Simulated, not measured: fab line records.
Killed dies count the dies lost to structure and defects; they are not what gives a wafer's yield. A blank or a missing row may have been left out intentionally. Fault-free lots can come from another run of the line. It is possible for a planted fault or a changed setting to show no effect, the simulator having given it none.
Split-lot study ; flow gf180mcu ; 23 wafers read from 5 lots, route of 602 steps

## THE SPLIT
At GF_M1_PEB_12 (peb time 90 s), the setting peb_temp_c was moved away from the recipe's 135 C on 7 of the 23 wafers read, by +1.2% to +1.9%. The other wafers ran this setting at the recipe's value.

## FROM THE SPLIT ON TO THE READING: in between, the file shows 1 step
- GF_M1_DEVELOP_13: develop time 60 s

## THE READING
cd_nm at GF_M1_CD_MEAS_14, given in nm (cd target 230 nm). On this fab line, fault-free wafers typically give 230.0 nm with a standard deviation of 1.4 nm.

wafer;tool, chamber at the split;peb_temp_c as run, C;against the recipe;cd_nm, nm;against lot-mates on the recipe
L075.1;litho_track-04, 0;136.6;+1.2%;226.1;-4.0
L075.2;litho_track-04, 0;135;recipe;228.9;-
L075.4;litho_track-04, 0;136.6;+1.2%;226.1;-4.0
L075.5;litho_track-04, 0;135;recipe;230.6;-
L075.6;litho_track-04, 0;135;recipe;230.7;-
L078.2;litho_track-02, 0;135;recipe;230.5;-
L078.4;litho_track-02, 0;135;recipe;231.9;-
L078.6;litho_track-02, 0;135;recipe;231.8;-
L077.1;litho_track-02, 0;135;recipe;231.4;-
L077.2;litho_track-02, 0;135;recipe;229.4;-
L077.3;litho_track-02, 0;135;recipe;229.6;-
L077.4;litho_track-02, 0;135;recipe;228.8;-
L077.6;litho_track-02, 0;135;recipe;229.9;-
L081.2;litho_track-03, 0;136.7;+1.3%;228.6;-3.9
L081.3;litho_track-03, 0;136.7;+1.3%;228.6;-3.9
L081.4;litho_track-03, 0;135;recipe;232.6;-
L081.5;litho_track-03, 0;135;recipe;231.9;-
L081.6;litho_track-03, 0;135;recipe;233.0;-
L082.1;litho_track-04, 0;137.6;+1.9%;222.6;-6.8
L082.2;litho_track-04, 0;135;recipe;229.1;-
L082.3;litho_track-04, 0;135;recipe;229.6;-
L082.5;litho_track-04, 0;137.6;+1.9%;223.4;-5.9
L082.6;litho_track-04, 0;137.6;+1.9%;222.6;-6.8

THE FIT
A straight line over all 23 wafers: cd_nm changes by -3.59 nm for each +1% of peb_temp_c; r = -0.89; the points scatter about the line by 1.4 nm.
The same after taking each lot's own level away (the mean of its wafers on the recipe; 23 wafers): -3.32 nm for each +1%; r = -0.97; scatter 0.63 nm.
On that fit, the largest move of peb_temp_c shifts the reading by 6.4 nm.
The span of the lots' own levels, 229.35 to 232.50 nm, comes to 2.3 times the standard deviation stated above.
Consequently the slope shifts little with the lot-to-lot level, the two slopes agreeing.
Check: for one of the wafers moved furthest among these (+1.9%), held out of the fit, the line's prediction against its lot-mates is -6.28 nm. Against them it came out at -6.75 nm.

## OTHER SPLITS ON THESE WAFERS
These wafers also went through other splits before the reading. Each is held against what the fit with the lots' levels taken away leaves over:
other split on the same wafers;wafers away from the commonest value;r with cd_nm (lot level and that fit taken away)
GF_SAB_DEVELOP_08 develop_time_s;6;+0.12
GF_CONTACT_CVD_00 sih4_flow_sccm;10;+0.26
GF_CONTACT_ETCH_16 ion_energy_ev;5;-0.13
GF_M1_SPUTTER_00 time_s;10;-0.05

## THE FILE'S OWN FIT
cd_nm changes by -3.31 nm for each +1% of peb_temp_c, r = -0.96.
